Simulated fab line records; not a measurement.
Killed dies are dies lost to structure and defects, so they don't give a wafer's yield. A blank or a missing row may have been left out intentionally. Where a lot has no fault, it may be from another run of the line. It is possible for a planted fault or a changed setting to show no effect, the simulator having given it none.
2 desks, one fault + flow gf180mcu + what lay behind the numbers comes last; until then each desk has only its own

THE METROLOGY DESK
What the gauges read, lot by lot, whatever tool the lot ran on: means of the sampled wafers that have a number. If a lot's mean is further than 4 standard deviations from the usual mean, the lot is out of limits and carries the mark OUT (the distance appears in the brackets).
Columns: A = cd nm at GF_M5_CD_MEAS_07, usual 279.4 nm; B = TOP_METAL_ALCU_RS at GF_TOP_METAL_RS_MEAS_05, usual 0.0328 ohm/sq; C = TOP_METAL_ALCU_THK at GF_TOP_METAL_THK_MEAS_06, usual 898 nm; D = TOP_METAL_OVL at GF_TOP_METAL_OVL_MEAS_15, usual 0.1 nm
| lot  | first seen here | A     | B      | C   | D    |
|------|-----------------|-------|--------|-----|------|
| L137 | day 26 15:13    | 280.4 | 0.0325 | 903 | 0.1  |
| L138 | day 27 12:25    | 279.4 | 0.0332 | 884 | 0.3  |
| L139 | day 28 06:21    | 279.2 | 0.0331 | 898 | -1.1 |
| L141 | day 28 10:28    | 281.8 | 0.0327 | 899 | -1.8 |
| L142 | day 28 15:12    | 279.9 | 0.0327 | 895 | 0.5  |
| L149 | day 30 16:39    | 279.4 | 0.0326 | 903 | -0.6 |
| L152 | day 31 10:31    | 280.0 | 0.0337 | 878 | 0.5  |
| L155 | day 32 12:40    | 280.4 | 0.0331 | 889 | 0.1  |
| L156 | day 32 13:58    | 278.4 | 0.0325 | 913 | 0.1  |
| L157 | day 32 17:48    | 277.2 | 0.0330 | 892 | -0.7 |
| L158 | day 32 23:35    | 278.3 | 0.0333 | 882 | -0.3 |
| L159 | day 33 05:05    | 278.3 | 0.0325 | 904 | 0.7  |
This desk's finding: nothing out of limits on any of the 12 lots.

TOOL OWNER'S DESK, pvd sputter-04
The tool's own readings at GF_TOP_METAL_SPUTTER_02 (material AlCu, target thk 900 nm, time 47.82 s): means of the sampled wafers that have a number, for each lot that ran on this tool. If a lot's mean is further than 4 standard deviations from the usual mean, the lot is out of limits and carries the mark OUT (the distance appears in the brackets).
Columns: A = throttle valve pct at GF_TOP_METAL_SPUTTER_02, usual 30.5 %
| lot  | first seen here | A    |
|------|-----------------|------|
| L141 | day 29 09:49    | 29.7 |
| L149 | day 31 13:17    | 30.3 |
| L152 | day 32 07:14    | 29.5 |
This desk's finding: nothing out of limits on any of the 3 lots.

PUT TOGETHER
Nothing out of limits was seen by the metrology desk.
The tool owner's desk saw nothing out of limits.

WHAT WAS PUT IN BY THE SIMULATOR
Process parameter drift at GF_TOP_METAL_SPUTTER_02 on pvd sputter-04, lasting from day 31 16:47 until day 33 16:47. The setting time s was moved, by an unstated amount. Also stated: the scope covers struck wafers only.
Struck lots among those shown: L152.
